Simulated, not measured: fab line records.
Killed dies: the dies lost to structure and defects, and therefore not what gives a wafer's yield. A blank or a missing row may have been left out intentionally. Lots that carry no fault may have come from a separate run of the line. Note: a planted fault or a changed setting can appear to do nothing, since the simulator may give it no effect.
fab line records	flow gf180mcu
record lots=14	wafers=42	last_day=34
route steps=602 shown DNWELL@39 POLY_GATE@174 HV_LDD@214 SALICIDE@283
lots that met no fault: taken from a fault-free run of the same line
start_h: hours from the record's first day to the start of the lot's first wafer shown	wait_h: hours since the lot's step before	" unchanged from the row above	L1.1+2: several wafers, shown together as one row	- no value, or no start given	* or withheld: withheld	< > ~ a bound
route shown NAME@n: names a module that has steps shown in the file, with the first one's number in the route	usual: mean and standard deviation over wafers with no fault	same: alike in all rows	chamber/n: place in a boat	sites: each site's reading	_std_site: the standard deviation of these	_edge_site: outer sites' mean less inner sites'	radius_mm: for every site, how far away it sits from the centre of the wafer	mask NAME#n: copy n	behind: tool/chamber where the wafer was last shaped	hold: the reason the lot was held/the length of the hold in hours/how it ended	device: whichever transistor did not switch (one of n, p or np)	end of line: the tests these same wafers got at the end of their route	a step without rows: its recipe alone	killed: dies lost to structure and defects at the first sort, not the wafer's yield	map: a wafer's dies, x killed, . not, _ none there
set.NAME: the setting as run; set.NAME@STEP: as run at that earlier step	model.NAME: the simulator's own value behind a step, which no gauge read
a sample of lots followed through the steps of the route, with each step as a table and each wafer as a row
services: the hour from which a tool's chamber was out of use, counted from the record's first day as start_h (under 0 if before that day), plus the number of hours and why
## steps
# step GF_DNWELL_IMPLANT_07
# recipe species=P	energy_kev=1500	dose_cm2=1e+13	tilt_deg=0
# usual beam_energy_keV=1500.0/0.49
lot.wafer	tool	chamber	start_h	wait_h	beam_energy_keV
L886.1	implanter-04	0	48.56	-	1500.3
L886.2	"	0	"	"	1499.9
L886.3	"	0	"	"	1499.7
L887.1	implanter-01	0	52.19	-	1500.4
L887.4	"	0	"	"	1501.0
L887.5	"	0	"	"	1501.0
L888.2	implanter-04	0	58.64	-	1500.7
L888.3	"	0	"	"	1500.3
L888.6	"	0	"	"	1500.5
L890.2	implanter-03	0	69.84	-	1499.7
L890.5	"	0	"	"	1499.5
L890.6	"	0	"	"	1499.3
L891.1	implanter-01	0	75.47	-	1499.9
L891.2	"	0	"	"	1499.8
L891.4	"	0	"	"	1500.3
L892.1	implanter-03	0	79.24	-	1499.7
L892.4	"	0	"	"	1500.0
L892.5	"	0	"	"	1499.9
L895.2	implanter-04	0	96.98	-	1500.6
L895.3	"	0	"	"	1500.3
L895.4	"	0	"	"	1500.2
L896.2	implanter-03	0	100.95	-	1499.8
L896.4	"	0	"	"	1499.8
L896.6	"	0	"	"	1500.0
L897.1	implanter-03	0	106.01	-	1500.0
L897.3	"	0	"	"	1499.8
L897.4	"	0	"	"	1500.8
L898.1	implanter-01	0	116.49	-	1499.5
L898.2	"	0	"	"	1500.2
L898.6	"	0	"	"	1499.8
L905.2	implanter-03	0	149.25	-	1500.6
L905.4	"	0	"	"	1500.4
L905.6	"	0	"	"	1500.6
L906.1	implanter-03	0	154.74	-	1499.3
L906.3	"	0	"	"	1499.6
L906.4	"	0	"	"	1499.7
L907.3	implanter-03	0	160.32	-	1498.8
L907.4	"	0	"	"	1499.1
L907.6	"	0	"	"	1499.2
L908.2	implanter-01	0	166.18	-	1500.7
L908.5	"	0	"	"	1499.9
L908.6	"	0	"	"	1500.7
# step GF_DNWELL_TW_MEAS_09
# usual DNWELL_TW=1347/9.5
lot.wafer	tool	chamber	start_h	wait_h	DNWELL_TW
L886.1	film_metro-01	-	48.81	0.1	1359
L886.2	"	-	"	"	1360
L886.3	"	-	"	"	1350
L887.1	film_metro-01	-	52.44	0.1	1357
L887.4	"	-	"	"	1347
L887.5	"	-	"	"	1351
L888.2	film_metro-04	-	58.87	0.1	1337
L888.3	"	-	"	"	1333
L888.6	"	-	"	"	1324
L890.2	film_metro-01	-	70.07	0.1	1361
L890.5	"	-	"	"	1359
L890.6	"	-	"	"	1362
L891.1	film_metro-02	-	75.72	0.1	1342
L891.2	"	-	"	"	1338
L891.4	"	-	"	"	1344
L892.1	film_metro-02	-	79.49	0.1	1332
L892.4	"	-	"	"	1327
L892.5	"	-	"	"	1333
L895.2	film_metro-01	-	97.22	0.1	1358
L895.3	"	-	"	"	1354
L895.4	"	-	"	"	1360
L896.2	film_metro-01	-	101.18	0.1	1357
L896.4	"	-	"	"	1356
L896.6	"	-	"	"	1353
L897.1	film_metro-04	-	106.26	0.1	1336
L897.3	"	-	"	"	1341
L897.4	"	-	"	"	1337
L898.1	film_metro-02	-	116.74	0.1	1349
L898.2	"	-	"	"	1355
L898.6	"	-	"	"	1349
L905.2	film_metro-02	-	149.48	0.1	1252
L905.4	"	-	"	"	1234
L905.6	"	-	"	"	1249
L906.1	film_metro-01	-	154.99	0.1	1248
L906.3	"	-	"	"	1245
L906.4	"	-	"	"	1257
L907.3	film_metro-01	-	160.54	0.1	1249
L907.4	"	-	"	"	1244
L907.6	"	-	"	"	1251
L908.2	film_metro-04	-	166.42	0.1	1343
L908.5	"	-	"	"	1342
L908.6	"	-	"	"	1339
# step GF_POLY_GATE_THK_MEAS_17
# recipe reads=SiO2_of_POLY_GATE_OXIDATION_16
# usual POLY_GATE_OXIDATION_THK=3.98/0.08
lot.wafer	tool	chamber	start_h	wait_h	POLY_GATE_OXIDATION_THK[nm]
L886.1	film_metro-04	-	204.75	0.0	4.00
L886.2	"	-	"	"	3.90
L886.3	"	-	"	"	3.94
L887.1	film_metro-04	-	210.18	0.0	3.84
L887.4	"	-	"	"	3.97
L887.5	"	-	"	"	3.93
L888.2	film_metro-02	-	219.56	0.0	3.93
L888.3	"	-	"	"	4.05
L888.6	"	-	"	"	3.91
L890.2	film_metro-01	-	235.23	0.0	3.91
L890.5	"	-	"	"	3.94
L890.6	"	-	"	"	3.96
L891.1	film_metro-04	-	247.82	0.0	4.02
L891.2	"	-	"	"	4.00
L891.4	"	-	"	"	3.88
L892.1	film_metro-02	-	249.50	0.0	3.93
L892.4	"	-	"	"	3.99
L892.5	"	-	"	"	3.87
L895.2	film_metro-04	-	274.80	0.0	3.95
L895.3	"	-	"	"	3.91
L895.4	"	-	"	"	4.00
L896.2	film_metro-04	-	281.43	0.0	3.99
L896.4	"	-	"	"	4.01
L896.6	"	-	"	"	3.91
L897.1	film_metro-01	-	284.36	0.0	4.09
L897.3	"	-	"	"	4.12
L897.4	"	-	"	"	3.99
L898.1	film_metro-04	-	299.00	0.0	3.85
L898.2	"	-	"	"	3.93
L898.6	"	-	"	"	3.90
L905.2	film_metro-04	-	346.27	0.0	4.11
L905.4	"	-	"	"	4.10
L905.6	"	-	"	"	4.07
L906.1	film_metro-04	-	349.46	0.0	3.90
L906.3	"	-	"	"	3.94
L906.4	"	-	"	"	3.95
L907.3	film_metro-04	-	361.44	0.0	3.94
L907.4	"	-	"	"	3.92
L907.6	"	-	"	"	3.92
L908.2	film_metro-04	-	369.87	0.0	3.93
L908.5	"	-	"	"	3.94
L908.6	"	-	"	"	3.96
# step GF_HV_LDD_TW_MEAS_38
# usual HV_LDD_3_TW=1443/7.5
lot.wafer	tool	chamber	start_h	wait_h	HV_LDD_3_TW
L886.1	film_metro-03	-	260.89	0.1	1449
L886.2	"	-	"	"	1440
L886.3	"	-	"	"	1441
L887.1	film_metro-02	-	267.44	0.1	1447
L887.4	"	-	"	"	1444
L887.5	"	-	"	"	1440
L888.2	film_metro-01	-	277.24	0.1	1445
L888.3	"	-	"	"	1449
L888.6	"	-	"	"	1445
L890.2	film_metro-03	-	294.45	0.1	1433
L890.5	"	-	"	"	1432
L890.6	"	-	"	"	1428
L891.1	film_metro-01	-	307.73	0.1	1454
L891.2	"	-	"	"	1455
L891.4	"	-	"	"	1447
L892.1	film_metro-03	-	309.16	0.1	1431
L892.4	"	-	"	"	1440
L892.5	"	-	"	"	1438
L895.2	film_metro-01	-	337.82	0.1	1444
L895.3	"	-	"	"	1444
L895.4	"	-	"	"	1442
L896.2	film_metro-01	-	345.09	0.1	1439
L896.4	"	-	"	"	1444
L896.6	"	-	"	"	1441
L897.1	film_metro-02	-	347.81	0.1	1448
L897.3	"	-	"	"	1449
L897.4	"	-	"	"	1440
L898.1	film_metro-02	-	363.71	0.1	1449
L898.2	"	-	"	"	1448
L898.6	"	-	"	"	1449
L905.2	film_metro-03	-	415.13	0.1	1438
L905.4	"	-	"	"	1441
L905.6	"	-	"	"	1434
L906.1	film_metro-03	-	418.39	0.1	1440
L906.3	"	-	"	"	1440
L906.4	"	-	"	"	1443
L907.3	film_metro-02	-	431.79	0.1	1443
L907.4	"	-	"	"	1445
L907.6	"	-	"	"	1446
L908.2	film_metro-03	-	441.60	0.1	1443
L908.5	"	-	"	"	1443
L908.6	"	-	"	"	1446
# step GF_SALICIDE_THK_MEAS_05
# recipe thk_meas_gauge=xrf	reads=TiN_of_SALICIDE_SPUTTER_03
# usual SALICIDE_TIN_THK=19.83/0.29
lot.wafer	tool	chamber	start_h	wait_h	SALICIDE_TIN_THK[nm]
L886.1	film_metro-01	-	347.30	0.1	19.71
L886.2	"	-	"	"	19.80
L886.3	"	-	"	"	20.12
L887.1	film_metro-04	-	355.55	0.1	19.62
L887.4	"	-	"	"	20.17
L887.5	"	-	"	"	19.65
L888.2	film_metro-02	-	364.40	0.1	20.04
L888.3	"	-	"	"	19.67
L888.6	"	-	"	"	19.67
L890.2	film_metro-02	-	385.92	0.1	19.77
L890.5	"	-	"	"	19.36
L890.6	"	-	"	"	19.84
L891.1	film_metro-04	-	399.51	0.1	19.45
L891.2	"	-	"	"	19.97
L891.4	"	-	"	"	19.41
L892.1	film_metro-01	-	401.22	0.1	19.90
L892.4	"	-	"	"	19.53
L892.5	"	-	"	"	19.43
L895.2	film_metro-01	-	433.37	0.1	20.28
L895.3	"	-	"	"	19.72
L895.4	"	-	"	"	19.94
L896.2	film_metro-04	-	440.67	0.1	19.61
L896.4	"	-	"	"	19.62
L896.6	"	-	"	"	19.60
L897.1	film_metro-01	-	444.75	0.1	20.30
L897.3	"	-	"	"	20.42
L897.4	"	-	"	"	19.97
L898.1	film_metro-02	-	462.89	0.1	19.86
L898.2	"	-	"	"	20.46
L898.6	"	-	"	"	20.40
L905.2	film_metro-01	-	516.99	0.1	19.78
L905.4	"	-	"	"	20.00
L905.6	"	-	"	"	19.86
L906.1	film_metro-04	-	519.75	0.1	20.22
L906.3	"	-	"	"	20.15
L906.4	"	-	"	"	20.18
L907.3	film_metro-01	-	531.57	0.1	19.57
L907.4	"	-	"	"	19.55
L907.6	"	-	"	"	19.44
L908.2	film_metro-01	-	542.12	0.1	20.15
L908.5	"	-	"	"	20.08
L908.6	"	-	"	"	19.96
## services
tool	chamber	start_h	hours	kind
implanter-04	-	73.50	3.6	pm
implanter-03	-	93.21	4.2	repair
implanter-04	-	115.27	8.8	repair
## key
first_sign step=GF_DNWELL_TW_MEAS_09	reading=DNWELL_TW	direction=down	sigmas=11	usual=1347	struck=1248
effect none on later readings
met_at GF_DNWELL_IMPLANT_07
struck_lots L905,L906,L907
tester_left_out L905,L906,L907
not_acting_at GF_POLY_GATE_THK_MEAS_17,GF_HV_LDD_TW_MEAS_38,GF_SALICIDE_THK_MEAS_05
onset_between 106.01 149.25
fault kind=process_parameter_drift	tool=implanter-03	chamber=-	onset_h=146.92	steps=GF_DNWELL_IMPLANT_07	channel=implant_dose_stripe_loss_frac	offset=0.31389	shape=step	end_h=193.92
# tester_left_out: of these lots the tester's yield and bins aren't shown, on N5 and GAA mostly nor the transistor test; their killed dies are dies lost to structure and defects alone, not to doping, threshold or leakage, so they don't give the yield
